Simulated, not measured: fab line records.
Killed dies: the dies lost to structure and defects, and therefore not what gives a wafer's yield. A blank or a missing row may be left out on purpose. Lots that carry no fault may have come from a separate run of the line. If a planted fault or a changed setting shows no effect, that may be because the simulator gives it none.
fab line records	flow sky130
record: lots: 24	wafers: 72	last-day: 50
route steps=708 shown CAPM@537 METAL3@565 VIA3@575 CAP2M@607
lots with no fault: from the same line, run without faults
start-h: hours from the record's opening day to when the first of the lot's shown wafers began	wait-h: hours since the lot's step before	" as in the row above	L1.1+2: one row covering several wafers at once	- no value, or no start was given	* or withheld: withheld	< > ~ a bound
route shown NAME@n: names a module that has steps shown in the file, with the first one's number in the route	usual: mean/standard deviation of fault-free wafers	same: alike in all rows	chamber/n: place in a boat	sites: readings site by site	_std_site: standard deviation of those values	_edge_site: inner sites' mean taken away from outer sites' mean	radius-mm: how far each site lies from the wafer's centre	mask NAME#n: copy n	behind: tool/chamber where the wafer was last shaped	hold: reason for holding the lot/hours on hold/outcome of the hold	device: which transistor (n, p or np) failed to switch	end of line: tests run on the same wafers once the route is complete	where a step has no rows: the recipe by itself	killed: at the first sort, the dies lost to defects and structure; wafer yield is something else	map: a wafer's dies, marking killed ones x, the rest . and places with no die _
set.NAME: the setting the step ran with; set.NAME@STEP: the setting that earlier step ran with	model.NAME: the simulator's own value behind a step, which no gauge read
steps of the route over a sample of lots; a table a step, a row a wafer
services: a tool's chamber out of use, with start hour (start-h, from the record's first day; less than 0 if before it), hours out, and reason
== steps ==
step: SKY_CAPM_CVD_00
recipe: material: SiO2	target-thk-nm: 15.5	temp-c: 400	time-s: withheld	rf-w: 450
usual: heater-power-w: 759/68
lot.wafer	tool	chamber	start-h	wait-h	heater-power-w
L074.1	pecvd-04	2	843.91	0.0	770
L074.3	"	1	"	"	651
L074.4	"	1	"	"	659
L075.1	pecvd-03	0	847.21	0.0	873
L075.3	"	1	"	"	842
L075.4	"	1	"	"	836
L076.3	pecvd-02	1	866.33	0.0	741
L076.4	"	2	"	"	804
L076.6	"	0	"	"	798
L077.1	pecvd-03	0	869.07	0.0	738
L077.5	"	1	"	"	866
L077.6	"	0	"	"	747
L078.1	pecvd-03	1	883.52	0.0	896
L078.4	"	2	"	"	697
L078.5	"	0	"	"	872
L079.1	pecvd-03	2	897.66	0.0	702
L079.4	"	0	"	"	887
L079.5	"	1	"	"	793
L080.4	pecvd-02	2	898.24	0.0	675
L080.5	"	0	"	"	739
L080.6	"	1	"	"	786
L081.1	pecvd-04	0	900.51	0.0	818
L081.2	"	2	"	"	802
L081.3	"	1	"	"	720
L082.1	pecvd-02	2	904.83	0.0	689
L082.3	"	0	"	"	730
L082.6	"	0	"	"	739
L083.1	pecvd-03	0	916.77	0.0	820
L083.2	"	1	"	"	758
L083.6	"	2	"	"	685
L084.1	pecvd-02	1	917.91	0.0	762
L084.3	"	2	"	"	735
L084.4	"	1	"	"	786
L085.4	pecvd-02	1	926.69	0.0	733
L085.5	"	0	"	"	734
L085.6	"	2	"	"	720
L086.1	pecvd-03	2	936.50	0.0	678
L086.3	"	0	"	"	785
L086.6	"	1	"	"	779
L087.1	pecvd-02	2	943.83	0.0	810
L087.2	"	1	"	"	776
L087.6	"	1	"	"	767
L088.2	pecvd-03	0	947.30	0.0	860
L088.3	"	2	"	"	647
L088.5	"	2	"	"	646
L089.1	pecvd-02	2	956.67	0.0	686
L089.2	"	0	"	"	851
L089.6	"	2	"	"	688
L090.1	pecvd-02	1	965.17	0.0	765
L090.3	"	2	"	"	722
L090.6	"	2	"	"	739
L091.3	pecvd-02	2	975.41	0.0	701
L091.4	"	2	"	"	699
L091.5	"	1	"	"	721
L092.2	pecvd-03	0	992.28	0.0	873
L092.3	"	2	"	"	696
L092.5	"	1	"	"	873
L093.1	pecvd-02	0	993.92	0.0	816
L093.2	"	1	"	"	662
L093.3	"	2	"	"	836
L095.1	pecvd-02	0	995.07	0.0	764
L095.2	"	1	"	"	729
L095.4	"	1	"	"	737
L094.2	pecvd-02	1	997.74	0.0	640
L094.4	"	2	"	"	694
L094.6	"	0	"	"	821
L096.1	pecvd-03	1	1002.17	0.0	776
L096.4	"	1	"	"	779
L096.5	"	2	"	"	703
L097.1	pecvd-04	2	1009.77	0.0	837
L097.4	"	0	"	"	793
L097.6	"	2	"	"	676
step: SKY_METAL3_DESCUM_15
recipe: chemistry: O2	source-power-w: 150	bias-power-w: 0	pressure-mtorr: 10	temp-c: 40	time-s: 8
usual: drypump-motor-current-A: 5.55/0.28	oes-product-au: 1.000/0.0087
lot.wafer	tool	chamber	start-h	wait-h	drypump-motor-current-A	oes-product-au	rf-hours-counter-h
L074.1	rie-metal-02	0	896.71	0.0	5.09	0.997	11
L074.3	"	1	"	"	5.63	1.000	-
L074.4	"	0	"	"	5.08	1.003	-
L075.1	rie-metal-02	0	899.91	0.0	5.05	0.994	12
L075.3	"	0	"	"	5.05	0.992	-
L075.4	"	1	"	"	5.63	0.991	-
L076.3	rie-metal-04	1	917.35	0.0	5.68	1.006	-
L076.4	"	0	"	"	5.97	1.001	-
L076.6	"	1	"	"	5.68	1.002	-
L077.1	rie-metal-03	1	919.74	0.0	5.73	0.996	9
L077.5	"	1	"	"	5.73	1.000	-
L077.6	"	0	"	"	5.49	0.995	-
L078.1	rie-metal-04	0	934.19	0.0	5.94	1.013	9
L078.4	"	1	"	"	5.67	1.029	-
L078.5	"	1	"	"	5.70	1.015	-
L079.1	rie-metal-04	1	947.99	0.0	5.68	1.009	2
L079.4	"	1	"	"	5.68	1.019	-
L079.5	"	1	"	"	5.67	1.018	-
L080.4	rie-metal-04	0	948.70	0.0	5.94	1.014	-
L080.5	"	1	"	"	5.65	1.018	-
L080.6	"	0	"	"	5.93	1.011	-
L081.1	rie-metal-03	1	951.46	0.0	5.71	0.992	10
L081.2	"	0	"	"	5.48	0.993	9
L081.3	"	1	"	"	5.70	0.993	-
L082.1	rie-metal-04	1	954.79	0.0	5.69	1.005	3
L082.3	"	0	"	"	5.93	0.995	-
L082.6	"	1	"	"	5.70	1.005	-
L083.1	rie-metal-03	0	966.24	0.0	5.48	0.999	10
L083.2	"	1	"	"	5.71	1.003	11
L083.6	"	1	"	"	5.70	0.997	-
L084.1	rie-metal-03	1	967.54	0.0	5.71	0.992	11
L084.3	"	0	"	"	5.48	0.986	-
L084.4	"	1	"	"	5.71	0.986	-
L085.4	rie-metal-02	0	976.72	0.0	5.08	0.997	-
L085.5	"	1	"	"	5.63	1.000	-
L085.6	"	0	"	"	5.06	0.998	-
L086.1	rie-metal-03	0	984.81	0.0	5.47	1.002	11
L086.3	"	1	"	"	5.71	1.009	-
L086.6	"	0	"	"	5.47	1.007	-
L087.1	rie-metal-02	0	992.11	0.0	5.07	1.008	16
L087.2	"	1	"	"	5.62	1.009	11
L087.6	"	0	"	"	5.05	1.008	-
L088.2	rie-metal-02	1	996.49	0.0	5.57	0.999	11
L088.3	"	1	"	"	5.59	1.000	-
L088.5	"	0	"	"	5.05	0.995	-
L089.1	rie-metal-03	1	1004.64	0.0	5.71	0.990	14
L089.2	"	1	"	"	5.73	1.009	-
L089.6	"	1	"	"	5.71	1.001	-
L090.1	rie-metal-02	1	1013.59	0.0	5.63	0.995	12
L090.3	"	1	"	"	5.64	0.998	-
L090.6	"	0	"	"	5.08	1.001	-
L091.3	rie-metal-02	1	1022.70	0.0	5.66	1.007	-
L091.4	"	0	"	"	5.00	0.997	-
L091.5	"	1	"	"	5.62	0.998	-
L092.2	rie-metal-02	0	1038.31	0.0	5.05	0.999	21
L092.3	"	0	"	"	5.06	0.997	-
L092.5	"	1	"	"	5.62	0.991	-
L093.1	rie-metal-04	0	1039.44	0.0	5.94	0.998	13
L093.2	"	1	"	"	5.68	0.989	6
L093.3	"	0	"	"	5.96	1.001	-
L095.1	rie-metal-03	1	1042.54	0.0	5.73	0.975	15
L095.2	"	0	"	"	5.50	0.994	12
L095.4	"	0	"	"	5.47	0.998	-
L094.2	rie-metal-03	1	1044.44	0.0	5.72	0.989	15
L094.4	"	1	"	"	5.71	0.980	-
L094.6	"	1	"	"	5.72	0.976	-
L096.1	rie-metal-02	1	1048.64	0.0	5.60	0.992	16
L096.4	"	0	"	"	5.09	0.993	-
L096.5	"	1	"	"	5.65	0.997	-
L097.1	rie-metal-02	1	1055.14	0.0	5.67	1.005	16
L097.4	"	1	"	"	5.65	1.012	-
L097.6	"	0	"	"	5.10	1.004	-
step: SKY_VIA3_CMP_02
recipe: material: SiO2	down-force-psi: 4	platen-rpm: 60	pad-velocity-m-s: 0.94248
usual: motor-current-A: 13.0/0.93
lot.wafer	tool	chamber	start-h	wait-h	motor-current-A
L074.3	cmp-01	0	897.86	0.0	14.1
L074.4	"	1	"	"	13.2
L074.1	"	3	"	"	12.8
L075.4	cmp-01	2	901.11	0.1	12.1
L075.3	"	3	"	"	12.6
L075.1	"	0	"	"	13.2
L076.4	cmp-01	2	918.55	0.0	11.7
L076.3	"	1	"	"	14.0
L076.6	"	2	"	"	12.8
L077.1	cmp-01	2	920.94	0.1	12.1
L077.5	"	1	"	"	13.3
L077.6	"	2	"	"	11.4
L078.1	cmp-01	3	935.38	0.1	12.2
L078.4	"	2	"	"	12.3
L078.5	"	3	"	"	12.2
L079.4	cmp-01	1	949.18	0.0	13.1
L079.1	"	0	"	"	13.6
L079.5	"	2	"	"	12.2
L080.4	cmp-01	0	949.99	0.1	14.5
L080.6	"	3	"	"	12.7
L080.5	"	0	"	"	14.4
L081.1	cmp-01	1	952.96	0.1	12.6
L081.3	"	2	"	"	11.9
L081.2	"	3	"	"	12.2
L082.1	cmp-02	3	956.04	0.1	13.1
L082.3	"	0	"	"	11.9
L082.6	"	2	"	"	12.6
L083.2	cmp-01	0	967.54	0.0	14.8
L083.1	"	2	"	"	12.4
L083.6	"	1	"	"	13.6
L084.3	cmp-02	1	968.69	0.0	12.3
L084.1	"	2	"	"	13.3
L084.4	"	3	"	"	13.3
L085.4	cmp-01	2	978.01	0.2	12.6
L085.6	"	3	"	"	12.4
L085.5	"	0	"	"	14.4
L086.1	cmp-01	2	985.96	0.1	12.3
L086.3	"	1	"	"	14.1
L086.6	"	3	"	"	12.0
L087.1	cmp-01	3	993.27	0.1	12.6
L087.2	"	2	"	"	13.0
L087.6	"	3	"	"	11.8
L088.3	cmp-01	3	997.81	0.0	11.4
L088.2	"	1	"	"	12.9
L088.5	"	0	"	"	14.6
L089.2	cmp-01	3	1006.01	0.1	12.0
L089.1	"	1	"	"	13.3
L089.6	"	2	"	"	12.0
L090.1	cmp-02	2	1014.79	0.1	12.8
L090.3	"	1	"	"	11.9
L090.6	"	2	"	"	12.8
L091.3	cmp-01	1	1023.84	0.0	14.1
L091.4	"	0	"	"	14.0
L091.5	"	2	"	"	12.8
L092.2	cmp-01	1	1039.85	0.1	13.4
L092.3	"	3	"	"	12.4
L092.5	"	0	"	"	14.6
L093.1	cmp-01	3	1040.65	0.1	11.6
L093.2	"	1	"	"	13.6
L093.3	"	2	"	"	12.1
L095.1	cmp-01	2	1043.69	0.1	12.6
L095.2	"	3	"	"	11.3
L095.4	"	0	"	"	14.5
L094.4	cmp-02	2	1045.86	0.1	12.8
L094.2	"	3	"	"	13.6
L094.6	"	1	"	"	12.0
L096.4	cmp-01	1	1050.00	0.2	13.5
L096.1	"	0	"	"	14.8
L096.5	"	1	"	"	13.2
L097.4	cmp-02	2	1056.39	0.1	12.7
L097.1	"	3	"	"	12.5
L097.6	"	1	"	"	12.0
step: SKY_VIA3_STRIP_16
recipe: chemistry: O2/N2	power-w: 1400	pressure-mtorr: 1500	platen-temp-c: withheld	o2-flow-sccm: 3000	n2-flow-sccm: 300	overash-fraction: 0.5
usual: drypump-motor-current-A: 5.9/0.5	oes-product-au: 0.402/0.0046	strip-time-to-endpoint-s: 4.13/0.033
lot.wafer	tool	chamber	start-h	wait-h	drypump-motor-current-A	oes-product-au	rf-hours-counter-h	strip-time-to-endpoint-s
L074.1	plasma-asher-01	0	923.49	0.0	6.4	0.407	107	4.14
L074.3	"	0	"	"	6.5	0.403	-	4.10
L074.4	"	1	"	"	6.3	0.396	-	4.11
L075.1	plasma-asher-04	1	926.66	0.0	5.6	0.410	17	4.15
L075.3	"	1	"	"	5.6	0.400	-	4.14
L075.4	"	0	"	"	5.9	0.403	-	4.13
L076.3	plasma-asher-04	0	943.90	0.1	6.0	0.400	-	4.08
L076.4	"	1	"	"	5.6	0.398	-	4.08
L076.6	"	0	"	"	6.0	0.407	-	4.12
L077.1	plasma-asher-01	0	946.46	0.0	6.4	0.406	109	4.11
L077.5	"	0	"	"	6.4	0.397	-	4.13
L077.6	"	1	"	"	6.3	0.403	-	4.14
L078.1	plasma-asher-01	1	960.61	0.0	6.3	0.401	110	4.15
L078.4	"	0	"	"	6.5	0.398	-	4.09
L078.5	"	1	"	"	6.3	0.402	-	4.16
L079.1	plasma-asher-02	1	974.36	0.0	4.9	0.402	83	4.17
L079.4	"	1	"	"	4.9	0.408	-	4.19
L079.5	"	0	"	"	5.5	0.399	-	4.19
L080.4	plasma-asher-01	0	974.80	0.1	6.4	0.402	-	4.10
L080.5	"	1	"	"	6.3	0.401	-	4.14
L080.6	"	0	"	"	6.4	0.404	-	4.15
L081.1	plasma-asher-01	0	977.58	0.0	6.4	0.405	112	4.09
L081.2	"	1	"	"	6.3	0.398	112	4.16
L081.3	"	0	"	"	6.4	0.400	-	4.12
L082.1	plasma-asher-04	1	980.46	0.0	5.6	0.402	22	4.15
L082.3	"	1	"	"	5.6	0.401	-	4.07
L082.6	"	0	"	"	5.9	0.402	-	4.13
L083.1	plasma-asher-04	0	991.06	0.0	5.9	0.395	23	4.14
L083.2	"	1	"	"	5.6	0.406	23	4.19
L083.6	"	1	"	"	5.6	0.392	-	4.14
L084.1	plasma-asher-04	0	993.16	0.0	5.9	0.397	23	4.11
L084.3	"	1	"	"	5.5	0.405	-	4.17
L084.4	"	0	"	"	5.9	0.399	-	4.14
L085.4	plasma-asher-01	1	1002.28	0.1	6.3	0.412	-	4.19
L085.5	"	0	"	"	6.4	0.404	-	4.16
L085.6	"	1	"	"	6.3	0.405	-	4.11
L086.1	plasma-asher-04	0	1009.66	0.0	5.9	0.399	25	4.11
L086.3	"	1	"	"	5.6	0.408	-	4.11
L086.6	"	1	"	"	5.6	0.408	-	4.15
L087.1	plasma-asher-02	1	1017.06	0.0	4.9	0.404	88	4.15
L087.2	"	0	"	"	5.5	0.408	88	4.11
L087.6	"	1	"	"	4.9	0.401	-	4.16
L088.2	plasma-asher-01	0	1021.11	0.0	6.5	0.402	116	4.23
L088.3	"	0	"	"	6.5	0.398	-	4.16
L088.5	"	0	"	"	6.5	0.401	-	4.16
L089.1	plasma-asher-04	0	1029.54	0.0	5.9	0.397	27	4.14
L089.2	"	1	"	"	5.6	0.413	27	4.17
L089.6	"	0	"	"	6.0	0.405	-	4.16
L090.1	plasma-asher-02	0	1038.71	0.0	5.5	0.408	90	4.16
L090.3	"	0	"	"	5.5	0.404	-	4.13
L090.6	"	1	"	"	4.9	0.401	-	4.14
L091.3	plasma-asher-01	1	1047.78	0.1	6.3	0.401	-	4.12
L091.4	"	0	"	"	6.4	0.407	-	4.10
L091.5	"	0	"	"	6.4	0.395	-	4.10
L092.2	plasma-asher-02	0	1062.41	0.0	5.5	0.398	92	4.10
L092.3	"	0	"	"	5.5	0.407	-	4.13
L092.5	"	0	"	"	5.5	0.404	-	4.13
L093.1	plasma-asher-04	1	1062.96	0.0	5.6	0.396	30	4.08
L093.2	"	0	"	"	5.9	0.403	30	4.15
L093.3	"	0	"	"	5.9	0.402	-	4.13
L095.1	plasma-asher-01	0	1065.66	0.0	6.4	0.395	0	4.08
L095.2	"	1	"	"	6.3	0.396	0	4.10
L095.4	"	0	"	"	6.5	0.408	-	4.16
L094.2	plasma-asher-01	0	1067.29	0.0	6.4	0.392	0	4.15
L094.4	"	1	"	"	6.3	0.394	-	4.09
L094.6	"	1	"	"	6.3	0.394	-	4.06
L096.1	plasma-asher-04	1	1071.82	0.0	5.6	0.407	32	4.15
L096.4	"	0	"	"	6.0	0.405	-	4.09
L096.5	"	1	"	"	5.5	0.406	-	4.08
L097.1	plasma-asher-02	0	1077.69	0.0	5.4	0.401	94	4.17
L097.4	"	0	"	"	5.5	0.404	-	4.17
L097.6	"	0	"	"	5.5	0.405	-	4.13
step: SKY_VIA3_RS_MEAS_22
recipe: thk-meas-gauge: four-point-probe	reads: W_of_VIA3_CVD_21+TiN_of_VIA3_SPUTTER_20
usual: VIA3_W_RS: 0.2917/0.0028
lot.wafer	tool	chamber	start-h	wait-h	VIA3_W_RS[ohm/sq]
L074.1	film-metro-04	-	924.27	0.1	0.2930
L074.3	"	-	"	"	0.2918
L074.4	"	-	"	"	0.2938
L075.1	film-metro-02	-	927.44	0.1	0.2888
L075.3	"	-	"	"	0.2884
L075.4	"	-	"	"	0.2909
L076.3	film-metro-01	-	944.74	0.1	0.2910
L076.4	"	-	"	"	0.2888
L076.6	"	-	"	"	0.2882
L077.1	film-metro-04	-	947.30	0.1	0.2949
L077.5	"	-	"	"	0.2987
L077.6	"	-	"	"	0.2962
L078.1	film-metro-02	-	961.39	0.1	0.2914
L078.4	"	-	"	"	0.2897
L078.5	"	-	"	"	0.2928
L079.1	film-metro-02	-	975.14	0.1	0.2880
L079.4	"	-	"	"	0.2916
L079.5	"	-	"	"	0.2870
L080.4	film-metro-01	-	975.60	0.1	0.2922
L080.5	"	-	"	"	0.2893
L080.6	"	-	"	"	0.2920
L081.1	film-metro-01	-	978.36	0.1	0.2891
L081.2	"	-	"	"	0.2903
L081.3	"	-	"	"	0.2920
L082.1	film-metro-04	-	981.24	0.1	0.2950
L082.3	"	-	"	"	0.2955
L082.6	"	-	"	"	0.2930
L083.1	film-metro-04	-	991.94	0.1	0.2891
L083.2	"	-	"	"	0.2903
L083.6	"	-	"	"	0.2891
L084.1	film-metro-04	-	993.98	0.1	0.2909
L084.3	"	-	"	"	0.2951
L084.4	"	-	"	"	0.2916
L085.4	film-metro-02	-	1003.13	0.2	0.2929
L085.5	"	-	"	"	0.2943
L085.6	"	-	"	"	0.2937
L086.1	film-metro-01	-	1010.44	0.1	0.2925
L086.3	"	-	"	"	0.2945
L086.6	"	-	"	"	0.2960
L087.1	film-metro-01	-	1017.84	0.1	0.2928
L087.2	"	-	"	"	0.2912
L087.6	"	-	"	"	0.2918
L088.2	film-metro-01	-	1021.92	0.1	0.2881
L088.3	"	-	"	"	0.2873
L088.5	"	-	"	"	0.2845
L089.1	film-metro-04	-	1030.35	0.1	0.2963
L089.2	"	-	"	"	0.2915
L089.6	"	-	"	"	0.2917
L090.1	film-metro-02	-	1039.49	0.1	0.2893
L090.3	"	-	"	"	0.2917
L090.6	"	-	"	"	0.2894
L091.3	film-metro-02	-	1048.56	0.1	0.2945
L091.4	"	-	"	"	0.2888
L091.5	"	-	"	"	0.2913
L092.2	film-metro-01	-	1063.22	0.1	0.2954
L092.3	"	-	"	"	0.2923
L092.5	"	-	"	"	0.2923
L093.1	film-metro-02	-	1063.86	0.1	0.2961
L093.2	"	-	"	"	0.2948
L093.3	"	-	"	"	0.2978
L095.1	film-metro-02	-	1066.53	0.1	0.2936
L095.2	"	-	"	"	0.2978
L095.4	"	-	"	"	0.2923
L094.2	film-metro-02	-	1068.21	0.1	0.2912
L094.4	"	-	"	"	0.2916
L094.6	"	-	"	"	0.2912
L096.1	film-metro-01	-	1072.68	0.1	0.2984
L096.4	"	-	"	"	0.2913
L096.5	"	-	"	"	0.2898
L097.1	film-metro-01	-	1078.47	0.1	0.2963
L097.4	"	-	"	"	0.2930
L097.6	"	-	"	"	0.2963
step: SKY_CAP2M_THK_MEAS_04
recipe: thk-meas-gauge: xrf	reads: TiN_of_CAP2M_SPUTTER_02
usual: CAP2M_TIN_THK: 202.4/2
lot.wafer	tool	chamber	start-h	wait-h	CAP2M_TIN_THK[nm]
L074.1	film-metro-01	-	925.21	0.1	202.9
L074.3	"	-	"	"	206.1
L074.4	"	-	"	"	202.8
L075.1	film-metro-01	-	928.38	0.1	196.6
L075.3	"	-	"	"	203.2
L075.4	"	-	"	"	198.7
L076.3	film-metro-03	-	945.67	0.1	203.7
L076.4	"	-	"	"	200.0
L076.6	"	-	"	"	202.9
L077.1	film-metro-03	-	948.24	0.1	204.1
L077.5	"	-	"	"	204.8
L077.6	"	-	"	"	199.9
L078.1	film-metro-02	-	962.34	0.1	202.9
L078.4	"	-	"	"	204.9
L078.5	"	-	"	"	205.5
L079.1	film-metro-02	-	976.08	0.1	203.6
L079.4	"	-	"	"	203.8
L079.5	"	-	"	"	202.8
L080.4	film-metro-03	-	976.53	0.1	205.9
L080.5	"	-	"	"	201.9
L080.6	"	-	"	"	205.6
L081.1	film-metro-01	-	979.48	0.1	202.6
L081.2	"	-	"	"	200.6
L081.3	"	-	"	"	205.7
L082.1	film-metro-03	-	982.18	0.1	205.0
L082.3	"	-	"	"	203.1
L082.6	"	-	"	"	204.3
L083.1	film-metro-03	-	992.89	0.1	202.9
L083.2	"	-	"	"	203.7
L083.6	"	-	"	"	202.8
L084.1	film-metro-01	-	995.04	0.1	202.2
L084.3	"	-	"	"	200.4
L084.4	"	-	"	"	201.4
L085.4	film-metro-03	-	1004.17	0.1	201.0
L085.5	"	-	"	"	201.0
L085.6	"	-	"	"	201.4
L086.1	film-metro-03	-	1011.39	0.1	203.3
L086.3	"	-	"	"	204.0
L086.6	"	-	"	"	203.7
L087.1	film-metro-01	-	1018.78	0.1	201.1
L087.2	"	-	"	"	202.6
L087.6	"	-	"	"	203.7
L088.2	film-metro-02	-	1022.85	0.1	203.7
L088.3	"	-	"	"	202.3
L088.5	"	-	"	"	203.8
L089.1	film-metro-02	-	1031.29	0.1	205.1
L089.2	"	-	"	"	204.6
L089.6	"	-	"	"	204.7
L090.1	film-metro-03	-	1040.44	0.1	200.5
L090.3	"	-	"	"	203.2
L090.6	"	-	"	"	202.6
L091.3	film-metro-03	-	1049.48	0.1	198.9
L091.4	"	-	"	"	200.0
L091.5	"	-	"	"	200.4
L092.2	film-metro-01	-	1064.16	0.1	197.4
L092.3	"	-	"	"	199.6
L092.5	"	-	"	"	199.8
L093.1	film-metro-02	-	1064.80	0.1	205.5
L093.2	"	-	"	"	202.2
L093.3	"	-	"	"	204.8
L095.1	film-metro-02	-	1067.48	0.1	202.3
L095.2	"	-	"	"	205.0
L095.4	"	-	"	"	204.2
L094.2	film-metro-03	-	1069.15	0.1	201.6
L094.4	"	-	"	"	205.1
L094.6	"	-	"	"	201.7
L096.1	film-metro-03	-	1073.66	0.1	202.0
L096.4	"	-	"	"	200.9
L096.5	"	-	"	"	199.9
L097.1	film-metro-02	-	1079.41	0.1	201.9
L097.4	"	-	"	"	201.8
L097.6	"	-	"	"	200.5
== services ==
tool	chamber	start-h	hours	kind
pecvd-02	-	820.63	2.7	repair
rie-metal-04	-	821.03	1.1	repair
plasma-asher-02	-	830.58	1.3	repair
cmp-02	-	837.39	0.8	repair
plasma-asher-01	-	854.75	1.1	repair
cmp-01	-	867.56	5.8	pm
plasma-asher-04	-	869.57	28.1	pm
pecvd-03	-	884.15	0.5	repair
pecvd-03	2	903.99	8.9	repair
cmp-01	-	905.74	0.8	repair
pecvd-02	-	926.88	14.6	pm
rie-metal-02	-	957.62	2.8	pm
pecvd-02	-	971.18	0.6	repair
rie-metal-04	-	989.14	4.4	repair
rie-metal-03	0	996.43	9.7	repair
rie-metal-03	-	997.88	1.4	pm
rie-metal-04	-	1002.80	28.1	pm
cmp-01	-	1013.92	2.5	repair
rie-metal-03	-	1014.17	28.1	pm
pecvd-02	-	1018.08	0.5	repair
cmp-01	-	1051.35	5.8	pm
plasma-asher-01	-	1055.25	9.0	pm
pecvd-02	-	1057.14	0.3	repair
rie-metal-03	-	1070.56	2.8	pm
== key ==
fault none
